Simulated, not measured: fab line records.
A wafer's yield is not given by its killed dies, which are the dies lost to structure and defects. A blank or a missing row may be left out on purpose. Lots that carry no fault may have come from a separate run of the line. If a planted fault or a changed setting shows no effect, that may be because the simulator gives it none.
Matching of chambers / flow gf180mcu / cmp-01 running GF_V2_CMP_04: 4 sister chambers
The step polishes SiO2. 16 wafers are shown with their chamber, then 8 later ones without.

== WAFERS, EACH WITH ITS CHAMBER ==
wafer=L966.2; chamber=2; motor-current-A (A)=11.8; time-to-endpoint-s (s)=84
wafer=L966.3; chamber=3; motor-current-A (A)=13.2; time-to-endpoint-s (s)=72
wafer=L966.4; chamber=0; motor-current-A (A)=13.0; time-to-endpoint-s (s)=74
wafer=L967.4; chamber=1; motor-current-A (A)=12.3; time-to-endpoint-s (s)=87
wafer=L967.5; chamber=2; motor-current-A (A)=11.4; time-to-endpoint-s (s)=84
wafer=L967.6; chamber=1; motor-current-A (A)=12.5; time-to-endpoint-s (s)=81
wafer=L968.1; chamber=2; motor-current-A (A)=11.8; time-to-endpoint-s (s)=80
wafer=L968.2; chamber=1; motor-current-A (A)=12.1; time-to-endpoint-s (s)=80
wafer=L968.3; chamber=3; motor-current-A (A)=13.0; time-to-endpoint-s (s)=83
wafer=L969.1; chamber=3; motor-current-A (A)=12.3; time-to-endpoint-s (s)=75
wafer=L969.2; chamber=1; motor-current-A (A)=12.0; time-to-endpoint-s (s)=66
wafer=L969.4; chamber=2; motor-current-A (A)=12.1; time-to-endpoint-s (s)=79
wafer=L972.1; chamber=2; motor-current-A (A)=12.8; time-to-endpoint-s (s)=84
wafer=L972.2; chamber=3; motor-current-A (A)=12.7; time-to-endpoint-s (s)=80
wafer=L972.5; chamber=2; motor-current-A (A)=12.4; time-to-endpoint-s (s)=86
wafer=L976.2; chamber=2; motor-current-A (A)=12.2; time-to-endpoint-s (s)=74

SIGNATURES, as means of the wafers listed above
reading=motor-current-A; chamber 0=13.000; chamber 1=12.225; chamber 2=12.071; chamber 3=12.800; scatter within a chamber=0.394
reading=time-to-endpoint-s; chamber 0=74.00; chamber 1=78.50; chamber 2=81.57; chamber 3=77.50; scatter within a chamber=5.87
Rule: a wafer lies at a distance from a chamber equal to the root of the sum of squares, over the readings, of (its reading less the chamber's mean, divided by the reading's scatter). If the next closest chamber is less than 2 further off than the closest, the wafer can't be placed; otherwise it belongs to the closest. The scatter: the root of (the sum of the squares of (reading less its chamber's mean) over the shown wafers, divided by (wafers less chambers)).

== WAFERS WHOSE CHAMBER IS MISSING ==
wafer=L976.4; motor-current-A (A)=12.9; time-to-endpoint-s (s)=77
wafer=L976.5; motor-current-A (A)=12.1; time-to-endpoint-s (s)=79
wafer=L978.2; motor-current-A (A)=12.8; time-to-endpoint-s (s)=72
wafer=L978.4; motor-current-A (A)=12.2; time-to-endpoint-s (s)=76
wafer=L978.6; motor-current-A (A)=11.4; time-to-endpoint-s (s)=77
wafer=L988.2; motor-current-A (A)=11.7; time-to-endpoint-s (s)=75
wafer=L988.4; motor-current-A (A)=12.4; time-to-endpoint-s (s)=79
wafer=L988.5; motor-current-A (A)=13.1; time-to-endpoint-s (s)=76

== EACH ONE'S CHAMBER ==
wafer=L976.4; from the rows above=can't be placed: 3 or 0 or 1 or 2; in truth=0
wafer=L976.5; from the rows above=can't be placed: 1 or 2 or 3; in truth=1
wafer=L978.2; from the rows above=can't be placed: 0 or 3 or 1 or 2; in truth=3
wafer=L978.4; from the rows above=can't be placed: 1 or 2 or 3 or 0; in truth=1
wafer=L978.6; from the rows above=can't be placed: 2 or 1 or 3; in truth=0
wafer=L988.2; from the rows above=can't be placed: 1 or 2 or 3 or 0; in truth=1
wafer=L988.4; from the rows above=can't be placed: 1 or 2 or 3 or 0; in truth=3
wafer=L988.5; from the rows above=can't be placed: 0 or 3 or 1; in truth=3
Placed correctly: 0 of 8. Cannot be placed on the basis of these rows: 8; the candidates contain the true chamber in 7. Placed wrongly: 0.
